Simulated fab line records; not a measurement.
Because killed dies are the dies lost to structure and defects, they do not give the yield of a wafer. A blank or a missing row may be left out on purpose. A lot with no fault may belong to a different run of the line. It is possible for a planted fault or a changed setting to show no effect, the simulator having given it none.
Problem report, 8D (eight disciplines) form, completed by code + flow sky130 + the parts of the form that need people (team, actions taken, sign-off) are left out

== 1. THE PROBLEM ==
Across 6 wafers from 2 lots, LDD_HVP_TW at SKY_LDD_HVP_TW_MEAS_10 averages 488, while fault-free wafers read 460 with a standard deviation of 5.5. Relative to the usual mean, that is a shift of +5.1 standard deviations.
First observed at day 24 23:31: wafer L666.3, on film metro-04. The record holds 39 wafers of 13 lots with a number at this step. Rule for "out", or "out of limits": more than 4 standard deviations from the usual mean. Any other wafer with a number is counted as sound.

== 2. WHAT IT IS AND WHAT IT IS NOT ==
| question                    | is                     | is not                                                                                                   |
|-----------------------------|------------------------|----------------------------------------------------------------------------------------------------------|
| which readings at this step | LDD_HVP_TW             | -                                                                                                        |
| which lots                  | L665, L666             | L656, L658, L659, L664, L670, L671, L673, L674, L675, L677, L679                                         |
| which wafers of those lots  | all that have a number | -                                                                                                        |
| read on which gauges        | film metro-04          | film metro-02, film metro-03                                                                             |
| when                        | from day 24 23:31      | up to then (12 sound wafers); but 21 sound wafers of L670, L671, L673, L674, L675, L677, L679 came after |

== 3. THE SUSPECTS, EACH WITH WHAT RULES IT OUT ==
Counting: a tool at any process step up to the reading remains a suspect when it ran all the lots that are out and ran no sound lot after the first of those.
- the gauge at SKY_LDD_HVP_TW_MEAS_10 is ruled out. All the wafers that are out were read on film metro-04, but those of them that SKY_LDD_HVP_IMPLANT_08 has rows for are out there too, on other tools.
- implanter-03 at SKY_LDD_HVP_IMPLANT_08: ruled out as a lasting fault. Following L666 (day 24 23:17), the first lot on it that is out, the sound lots L673, L675 were run on it.
Left after counting: nothing in the record.

== 4. THE CAUSE (what the simulator had put in) ==
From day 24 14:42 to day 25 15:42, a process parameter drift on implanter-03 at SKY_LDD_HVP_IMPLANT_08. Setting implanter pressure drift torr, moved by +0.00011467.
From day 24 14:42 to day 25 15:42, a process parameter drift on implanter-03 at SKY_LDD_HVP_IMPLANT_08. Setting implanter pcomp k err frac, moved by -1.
Counting ruled it out, wrongly: the rule takes a fault to strike every lot that its tool runs from its start on, and this one did not.

== 5. THE EFFECT CHAIN, in route order ==
Each row: a reading whose mean over the struck wafers that have a number lies more than 3 standard deviations from the usual. Only readings for which the record gives a usual standard deviation are gone through. hours: the time from each lot's start at the first step in this table that gives one to its start at this step, as a median over the lots. sigmas: the change in usual standard deviations.
| hours | step                   | reading                   | usual         | on struck wafers | change    | sigmas      |
|-------|------------------------|---------------------------|---------------|------------------|-----------|-------------|
| 0     | SKY_LDD_HVP_IMPLANT_08 | beam on s                 | 10.01 s       | 12.77            | +2.76     | +15         |
| 0     | SKY_LDD_HVP_IMPLANT_08 | end station pressure torr | 5.04e-06 Torr | 1.21e-04         | +1.16e-04 | +99 or more |
| 0     | SKY_LDD_HVP_IMPLANT_08 | faraday current uA        | 95.8          | 75.9             | -19.9     | -12         |
| 0     | SKY_LDD_HVP_TW_MEAS_10 | LDD_HVP_TW                | 460           | 488              | +28       | +5.1        |
Process steps it contains:
- SKY_LDD_HVP_IMPLANT_08
At these later measuring or inspecting steps, every struck wafer for which the step has a row has a number for every such reading, and none has moved that far: SKY_SPACER_THK_MEAS_01.

== 6. HOW IT WOULD HAVE BEEN CAUGHT EARLIER ==
In this record the first reading out of limits at a measuring or inspecting step was taken at day 24 23:31, 9 hours after the fault began at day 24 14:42.
The tool's own readings at SKY_LDD_HVP_IMPLANT_08 were out on every struck wafer that the step has a row for (beam on s, end station pressure torr, faraday current uA): an alarm limit on them would have fired on the first of those.
